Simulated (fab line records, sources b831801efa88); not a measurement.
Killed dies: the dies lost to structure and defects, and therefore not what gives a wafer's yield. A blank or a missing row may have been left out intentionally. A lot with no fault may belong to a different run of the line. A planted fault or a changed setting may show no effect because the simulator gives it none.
fab line records	flow gf180mcu
record: lots: 13	wafers: 39	last_day: 34
route steps=602 shown SALICIDE@280 CONTACT@291
lots with no fault: from the same line, run without faults
start_h: the number of hours between the record's first day and the start of the first shown wafer of the lot	wait_h: hours from the lot's prior step to this one	" unchanged from the row above	L1.1+2: one row covering several wafers at once	- either no value or no given start	* or withheld: withheld	< > ~ a bound
route shown NAME@n: NAME is a module with steps in the file, n the number in the route of the first one	usual: mean/standard deviation taken from wafers without a fault	same: alike in all rows	chamber/n: place in a boat	sites: readings site by site	_std_site: how widely they spread, as a standard deviation	_edge_site: inner sites' mean taken away from outer sites' mean	radius_mm: how far each site lies from the wafer's centre	mask NAME#n: copy n	behind: the tool/chamber that last shaped the wafer	hold: why the lot went on hold/how many hours it stayed there/how the hold came to an end	device: the transistor (n, p or np) that didn't switch	end of line: the route-end tests of the same wafers	where a step has no rows: the recipe by itself	killed: not the wafer's yield, but the dies lost to structure and defects at the first sort	map: per-die view of a wafer (x killed, . not killed, _ where there is no die)
set.NAME: the setting the step ran with; set.NAME@STEP: the setting that earlier step ran with	model.NAME: the simulator's own value behind a step, which no gauge read
one table for each step of the route and one row for each wafer, over a sample of lots
services: when a tool's chamber went out of use (start_h, in hours from the record's first day, below 0 if earlier), for how many hours, and the reason
== steps ==
step: GF_SALICIDE_SPUTTER_02
recipe: material: Co	target_thk_nm: 10	power_w: 1000	time_s: 20	chamber_pressure_pa: 0.4
usual: throttle_valve_pct: 30.4/1.1
lot.wafer	tool	chamber	start_h	wait_h	throttle_valve_pct
L923.1	pvd_sputter-04	-	364.70	0.0	29.4
L923.4	"	-	"	"	30.7
L923.6	"	-	"	"	30.6
L924.1	pvd_sputter-02	-	383.65	0.0	31.6
L924.5	"	-	"	"	30.3
L924.6	"	-	"	"	31.4
L926.1	pvd_sputter-03	-	390.18	0.0	33.5
L926.3	"	-	"	"	30.0
L926.6	"	-	"	"	33.2
L927.1	pvd_sputter-04	-	395.89	0.0	28.8
L927.2	"	-	"	"	30.6
L927.4	"	-	"	"	30.5
L928.1	pvd_sputter-04	-	409.98	0.0	31.0
L928.2	"	-	"	"	29.3
L928.4	"	-	"	"	30.3
L930.1	pvd_sputter-04	-	431.55	0.0	30.7
L930.5	"	-	"	"	29.5
L930.6	"	-	"	"	28.9
L932.2	pvd_sputter-04	-	434.83	0.0	29.6
L932.4	"	-	"	"	30.1
L932.6	"	-	"	"	29.6
L931.4	pvd_sputter-02	-	437.10	0.0	29.7
L931.5	"	-	"	"	30.6
L931.6	"	-	"	"	31.8
L934.1	pvd_sputter-03	-	458.39	0.0	33.5
L934.3	"	-	"	"	31.8
L934.5	"	-	"	"	29.9
L937.1	pvd_sputter-04	-	482.30	0.0	29.0
L937.2	"	-	"	"	29.7
L937.3	"	-	"	"	30.8
L942.1	pvd_sputter-02	-	522.56	0.0	30.3
L942.5	"	-	"	"	30.1
L942.6	"	-	"	"	32.0
L943.3	pvd_sputter-03	-	533.91	0.0	30.0
L943.5	"	-	"	"	29.1
L943.6	"	-	"	"	31.1
L944.3	pvd_sputter-03	-	538.93	0.0	29.7
L944.4	"	-	"	"	31.5
L944.6	"	-	"	"	33.4
step: GF_SALICIDE_RS_MEAS_04
recipe: thk_meas_gauge: four-point-probe	reads: TiN_of_SALICIDE_SPUTTER_03+Co_of_SALICIDE_SPUTTER_02
usual: SALICIDE_TIN_RS: 16.27/0.21
lot.wafer	tool	chamber	start_h	wait_h	SALICIDE_TIN_RS[ohm/sq]
L923.1	film_metro-04	-	364.75	0.0	16.48
L923.4	"	-	"	"	16.36
L923.6	"	-	"	"	16.41
L924.1	film_metro-02	-	383.71	0.0	16.09
L924.5	"	-	"	"	16.13
L924.6	"	-	"	"	16.15
L926.1	film_metro-02	-	390.24	0.0	16.22
L926.3	"	-	"	"	16.21
L926.6	"	-	"	"	16.52
L927.1	film_metro-04	-	395.94	0.0	16.34
L927.2	"	-	"	"	16.39
L927.4	"	-	"	"	16.40
L928.1	film_metro-01	-	410.03	0.0	16.05
L928.2	"	-	"	"	16.08
L928.4	"	-	"	"	16.10
L930.1	film_metro-01	-	431.60	0.0	16.03
L930.5	"	-	"	"	15.84
L930.6	"	-	"	"	15.89
L932.2	film_metro-01	-	434.90	0.0	16.49
L932.4	"	-	"	"	16.52
L932.6	"	-	"	"	16.59
L931.4	film_metro-04	-	437.21	0.1	16.50
L931.5	"	-	"	"	16.29
L931.6	"	-	"	"	16.47
L934.1	film_metro-02	-	458.46	0.0	16.42
L934.3	"	-	"	"	16.33
L934.5	"	-	"	"	16.17
L937.1	film_metro-01	-	482.36	0.0	16.15
L937.2	"	-	"	"	15.58
L937.3	"	-	"	"	16.38
L942.1	film_metro-01	-	522.62	0.0	16.54
L942.5	"	-	"	"	16.49
L942.6	"	-	"	"	16.02
L943.3	film_metro-01	-	534.00	0.1	15.81
L943.5	"	-	"	"	16.00
L943.6	"	-	"	"	16.11
L944.3	film_metro-02	-	539.02	0.1	16.08
L944.4	"	-	"	"	16.43
L944.6	"	-	"	"	16.40
step: GF_SALICIDE_RTA_06
recipe: temp_c: 530	time_s: 30	ambient: N2
usual: lamp_power_pct: 5.92/0.08	wafer_temp_C_max: 532.8/0.58
lot.wafer	tool	chamber	start_h	wait_h	lamp_power_pct	wafer_temp_C_max
L923.1	rtp_anneal-01	0	364.93	0.1	5.99	534.6
L923.4	"	0	"	"	5.99	533.5
L923.6	"	0	"	"	5.98	532.5
L924.1	rtp_anneal-02	0	383.89	0.1	5.82	532.7
L924.5	"	0	"	"	5.82	533.1
L924.6	"	0	"	"	5.84	533.0
L926.1	rtp_anneal-01	0	390.42	0.1	5.98	533.5
L926.3	"	0	"	"	5.99	532.8
L926.6	"	0	"	"	5.98	534.1
L927.1	rtp_anneal-01	0	396.12	0.1	5.98	533.7
L927.2	"	0	"	"	5.99	532.9
L927.4	"	0	"	"	5.98	533.0
L928.1	rtp_anneal-02	0	410.21	0.1	5.82	533.4
L928.2	"	0	"	"	5.83	532.8
L928.4	"	0	"	"	5.82	533.6
L930.1	rtp_anneal-02	0	431.78	0.1	5.83	532.6
L930.5	"	0	"	"	5.83	533.4
L930.6	"	0	"	"	5.82	533.4
L932.2	rtp_anneal-02	0	435.08	0.1	5.83	533.4
L932.4	"	0	"	"	5.83	533.3
L932.6	"	0	"	"	5.82	533.2
L931.4	rtp_anneal-01	0	437.38	0.1	5.99	533.1
L931.5	"	0	"	"	5.99	533.5
L931.6	"	0	"	"	5.99	533.2
L934.1	rtp_anneal-01	0	458.64	0.1	6.00	531.9
L934.3	"	0	"	"	5.98	532.8
L934.5	"	0	"	"	5.99	531.6
L937.1	rtp_anneal-02	0	482.54	0.1	5.83	532.1
L937.2	"	0	"	"	5.83	532.5
L937.3	"	0	"	"	5.83	532.1
L942.1	rtp_anneal-02	0	522.80	0.1	5.82	533.1
L942.5	"	0	"	"	5.83	532.7
L942.6	"	0	"	"	5.83	532.8
L943.3	rtp_anneal-02	0	534.18	0.1	5.82	534.5
L943.5	"	0	"	"	5.82	532.9
L943.6	"	0	"	"	5.82	534.0
L944.3	rtp_anneal-01	0	539.20	0.1	5.99	532.9
L944.4	"	0	"	"	5.99	533.5
L944.6	"	0	"	"	5.98	533.4
step: GF_CONTACT_CMP_04
recipe: material: SiO2	down_force_psi: 4	platen_rpm: 60	pad_velocity_m_s: 0.94248
usual: motor_current_A: 11.9/1.1	time_to_endpoint_s: 111/6.1
lot.wafer	tool	chamber	start_h	wait_h	motor_current_A	time_to_endpoint_s
L923.4	cmp-01	0	365.46	0.0	11.5	126
L923.1	"	2	"	"	10.6	107
L923.6	"	0	"	"	11.7	119
L924.1	cmp-01	3	384.57	0.2	13.3	112
L924.6	"	0	"	"	11.0	113
L924.5	"	1	"	"	12.7	112
L926.1	cmp-02	2	390.99	0.1	10.3	115
L926.3	"	0	"	"	12.7	109
L926.6	"	2	"	"	10.4	118
L927.2	cmp-01	0	396.65	0.0	11.4	119
L927.1	"	1	"	"	11.4	118
L927.4	"	2	"	"	11.4	115
L928.4	cmp-01	2	410.74	0.0	10.9	105
L928.2	"	3	"	"	13.3	103
L928.1	"	0	"	"	11.5	106
L930.1	cmp-02	1	432.36	0.1	12.8	104
L930.6	"	0	"	"	12.5	121
L930.5	"	1	"	"	13.0	117
L932.2	cmp-01	0	435.64	0.1	10.7	106
L932.4	"	1	"	"	12.5	110
L932.6	"	0	"	"	10.9	108
L931.4	cmp-01	0	437.91	0.1	10.8	116
L931.6	"	3	"	"	13.9	122
L931.5	"	0	"	"	11.7	113
L934.3	cmp-02	0	459.26	0.1	12.6	104
L934.1	"	1	"	"	12.9	98
L934.5	"	3	"	"	12.3	115
L937.2	cmp-02	1	483.11	0.1	13.2	98
L937.3	"	2	"	"	10.0	107
L937.1	"	3	"	"	11.7	107
L942.1	cmp-02	3	523.48	0.2	11.9	112
L942.6	"	0	"	"	12.1	112
L942.5	"	1	"	"	12.1	110
L943.3	cmp-02	2	534.82	0.2	10.2	109
L943.6	"	3	"	"	12.6	114
L943.5	"	0	"	"	11.7	117
L944.4	cmp-02	1	539.70	0.0	13.0	109
L944.3	"	0	"	"	11.7	109
L944.6	"	1	"	"	12.9	105
step: GF_CONTACT_BOW_MEAS_05
recipe: mode: bow
usual: CONTACT_BOW: 66/7.2
lot.wafer	tool	chamber	start_h	wait_h	CONTACT_BOW[um]
L923.1	film_metro-04	-	365.76	0.1	68
L923.4	"	-	"	"	61
L923.6	"	-	"	"	68
L924.1	film_metro-03	-	384.72	0.1	57
L924.5	"	-	"	"	78
L924.6	"	-	"	"	73
L926.1	film_metro-01	-	391.24	0.2	66
L926.3	"	-	"	"	61
L926.6	"	-	"	"	78
L927.1	film_metro-03	-	396.95	0.2	62
L927.2	"	-	"	"	52
L927.4	"	-	"	"	81
L928.1	film_metro-04	-	411.04	0.1	79
L928.2	"	-	"	"	85
L928.4	"	-	"	"	76
L930.1	film_metro-03	-	432.61	0.2	72
L930.5	"	-	"	"	56
L930.6	"	-	"	"	53
L932.2	film_metro-04	-	435.91	0.2	57
L932.4	"	-	"	"	74
L932.6	"	-	"	"	75
L931.4	film_metro-03	-	438.22	0.3	61
L931.5	"	-	"	"	65
L931.6	"	-	"	"	58
L934.1	film_metro-01	-	459.46	0.1	51
L934.3	"	-	"	"	68
L934.5	"	-	"	"	68
L937.1	film_metro-01	-	483.36	0.1	61
L937.2	"	-	"	"	65
L937.3	"	-	"	"	64
L942.1	film_metro-04	-	523.63	0.1	77
L942.5	"	-	"	"	68
L942.6	"	-	"	"	60
L943.3	film_metro-03	-	535.01	0.1	79
L943.5	"	-	"	"	68
L943.6	"	-	"	"	60
L944.3	film_metro-04	-	540.04	0.1	63
L944.4	"	-	"	"	52
L944.6	"	-	"	"	70
== services ==
tool	chamber	start_h	hours	kind
cmp-01	-	343.00	0.9	repair
cmp-01	-	355.67	2.5	repair
pvd_sputter-02	2	364.79	-	consumable_replace:kit
pvd_sputter-03	0	376.73	-	consumable_replace:kit
pvd_sputter-03	0	376.73	18.0	scheduled_down
pvd_sputter-03	0	376.73	18.0	vent_cycle
cmp-02	-	382.14	3.4	pm
cmp-01	-	386.02	3.2	pm
cmp-02	-	399.30	5.5	pm
pvd_sputter-02	-	403.23	2.4	repair
cmp-01	-	404.06	4.0	pm
cmp-01	-	408.06	-	consumable_replace:conditioner
cmp-01	-	408.06	-	consumable_replace:pad
cmp-02	-	408.60	16.6	pm
cmp-02	-	434.67	2.4	repair
cmp-02	-	437.03	5.2	pm
cmp-02	-	453.23	1.5	repair
pvd_sputter-04	1	455.98	-	consumable_replace:kit
pvd_sputter-04	1	455.98	18.0	scheduled_down
pvd_sputter-04	1	455.98	18.0	vent_cycle
cmp-01	-	462.37	14.8	pm
cmp-02	-	497.76	0.6	repair
pvd_sputter-03	-	526.60	4.3	repair
pvd_sputter-02	-	538.43	3.1	repair
== key ==
first_sign: step: GF_SALICIDE_RS_MEAS_04	reading: SALICIDE_TIN_RS	direction: down	sigmas: 3.3	usual: 16.27	struck: 15.58
effect none on later readings
met_at GF_SALICIDE_SPUTTER_02
struck_lots L937
struck_wafers L937.2
tester_left_out L937
not_acting_at GF_SALICIDE_RTA_06,GF_CONTACT_CMP_04,GF_CONTACT_BOW_MEAS_05
onset_between 434.83 482.30
fault: kind: process_parameter_drift	tool: pvd_sputter-04	chamber: -	onset_h: 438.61	steps: GF_SALICIDE_SPUTTER_02	channel: target_thk_nm	offset: 0.42207	shape: step	end_h: 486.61	acts_in: these_recipes_only	stated: 10	scope: struck_wafers_only
tester_left_out: of these lots the tester's yield and bins aren't shown, on N5 and GAA mostly nor the transistor test; their killed dies are dies lost to structure and defects alone, not to doping, threshold or leakage, so they don't give the yield
